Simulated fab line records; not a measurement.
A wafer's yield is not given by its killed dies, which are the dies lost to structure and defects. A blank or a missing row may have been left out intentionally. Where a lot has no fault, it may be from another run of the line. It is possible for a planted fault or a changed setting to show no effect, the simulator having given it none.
A lot that was struck, set against a sound lot :: flow sky130 :: 22 steps out of a route of 708
Sound: these wafers, L239.1, L239.2, L239.5. Struck: wafers L249.5, L249.6. The cause is named last.
Order at every step that has rows: each side's tool, ch and its chambers, its first start. Under that, the readings that differ: sound wafers :: struck wafers :: difference of the means :: sigmas: that difference in standard deviations of wafers without a fault.
alike: readings with means less than 2 such deviations apart, plus words and numbers identical on both sides. not compared: withheld readings, readings lacking a value on some wafer, bounds such as >300 that could conceal the same value, and numbers that have no deviation in the record and whose values overlap.
The two part at a step that has a row with sigmas, a row that says differs or no value, or rows on one side only. Numbers that don't overlap but have no deviation are shown without sigmas and don't part them. A reading missing from all wafers of one side parts the sides only when that side holds two or more wafers.

first, 1 step without rows for these wafers: SKY_LOCAL_INTERCONNECT_CLEAN_18 (cleans in O3/DIW).
SKY_CONTACT_CVD_00: deposits Si3N4, target thk 75 nm.
  sound on pecvd-02 ch 0,1, day 34 21:48; struck on pecvd-02 ch 0,1, day 37 15:14
  alike: heater power w, rf fwd power W
SKY_CONTACT_THK_MEAS_01:
  sound: film metro-04 at day 34 21:50; struck: film metro-04 at day 37 15:17
  alike: CONTACT_CVD_00_THK
then, 1 step without rows for these wafers: SKY_CONTACT_HDPCVD_02 (deposits SiO2, target thk 565 nm, time 94.2 s).
SKY_CONTACT_THK_MEAS_03:
  sound: film metro-02 at day 34 21:58; struck: film metro-02 at day 37 15:25
  alike: CONTACT_HDPCVD_THK
SKY_CONTACT_CMP_04: polishes SiO2.
  sound on cmp-01 ch 0,2, day 34 22:01; struck on cmp-02 ch 0,1, day 37 15:38
  alike: motor current A, time to endpoint s
SKY_CONTACT_BOW_MEAS_05:
  sound: film metro-04 at day 34 22:19; struck: film metro-04 at day 37 15:49
  alike: CONTACT_BOW
then, 5 steps without rows for these wafers: SKY_CONTACT_DEHYDRATE_06 (time 60 s); SKY_CONTACT_HMDS_07 (prime time 60 s); SKY_CONTACT_COAT_08 (resist thk 60 nm); SKY_CONTACT_COAT_09 (resist thk 450 nm); SKY_CONTACT_SOFTBAKE_10 (time 90 s).
SKY_CONTACT_EXPOSE_11: exposes mask CTM1, target cd 170 nm.
  sound on krf scanner-01 ch 0, day 35 11:43; struck on krf scanner-01 ch 0, day 38 04:56
  alike: mask
then, 2 steps without rows for these wafers: SKY_CONTACT_PEB_12; SKY_CONTACT_DEVELOP_13 (develop time 60 s).
SKY_CONTACT_CD_MEAS_14: target cd 170 nm.
  sound: cd sem-01 at day 36 00:52; struck: cd sem-01 at day 38 17:41
reading: cd nm (nm)
sound: 170.2 171.6 170.6
struck: 154.3 153.1
difference: -17.1
sigmas: -11
SKY_CONTACT_OVL_MEAS_15:
  sound: overlay-01 at day 36 00:59; struck: overlay-01 at day 38 17:45
reading: CONTACT_OVL (nm)
sound: 5 -2 13
struck: 0 -15
difference: -13
sigmas: -2
SKY_CONTACT_ETCH_16: etches BARC in N2/H2, stops on SiO2, time 45.9 s, target depth 60 nm.
  sound on rie diel-02 ch 1,2,3, day 36 01:01; struck on rie diel-01 ch 1,2, day 38 17:47
reading: model.CONTACT.cd nm (nm)
sound: 170.1 170.8 169.5
struck: 153.5 153.2
difference: -16.8
sigmas: 
  alike: drypump motor current A, oes product au, rf fwd power W, throttle valve pct
  not compared: rf hours counter h
SKY_CONTACT_ETCH_17: etches SiO2 in C4F8/O2/Ar, stops on Si3N4, target depth 340 nm.
  sound on rie diel-02 ch 1,2,3, day 36 01:04; struck on rie diel-01 ch 1,2, day 38 17:50
  alike: oes product au, rf fwd power W
SKY_CONTACT_ETCH_18: etches Si3N4 in CHF3/O2, stops on TiN, time 39 s, target depth 75 nm.
  sound: rie diel-02 ch 1,2,3; struck: rie diel-01 ch 1,2
reading: model.CONTACT.cd nm (nm)
sound: 170.4 171 169.4
struck: 153.6 153
difference: -17.0
sigmas: 
  alike: O2_flow_sccm, drypump motor current A, oes product au, rf fwd power W, throttle valve pct
  not compared: rf hours counter h
SKY_CONTACT_STRIP_19: strips in O2/N2.
  sound on plasma asher-03 ch 0,1, day 36 01:09; struck on plasma asher-04 ch 0,1, day 38 17:58
reading: strip time to endpoint s (s)
sound: 3.600 3.630 3.656
struck: 3.576 3.559
difference: -0.061
sigmas: -2
  alike: drypump motor current A, oes product au
  not compared: rf hours counter h
-- the record jumps here: 13 days lie between the struck wafers' starts before and after (it left off in module CONTACT and takes up again in module PAD_OPEN, whose first step shown is number 708 of the route) --
SKY_PAD_OPEN_PROBE_99:
  sound: prober-02 at day 49 12:21; struck: prober-02 at day 51 08:54
reading: killed_at_M4_up
sound: 2 3 3
struck: 6 6
difference: +3
sigmas: +2

reading: killed at contacts
sound: 12 28 12
struck: 24 32
difference: +11
sigmas: +2
  alike: killed_at_M0_to_M3, killed at front end, killed at other, killed dies, killed on rim, killed open, killed short

## WHERE THEY PART
At SKY_CONTACT_CD_MEAS_14 first; at SKY_PAD_OPEN_PROBE_99 last (within this record only).

WHY: what had been put in by the simulator
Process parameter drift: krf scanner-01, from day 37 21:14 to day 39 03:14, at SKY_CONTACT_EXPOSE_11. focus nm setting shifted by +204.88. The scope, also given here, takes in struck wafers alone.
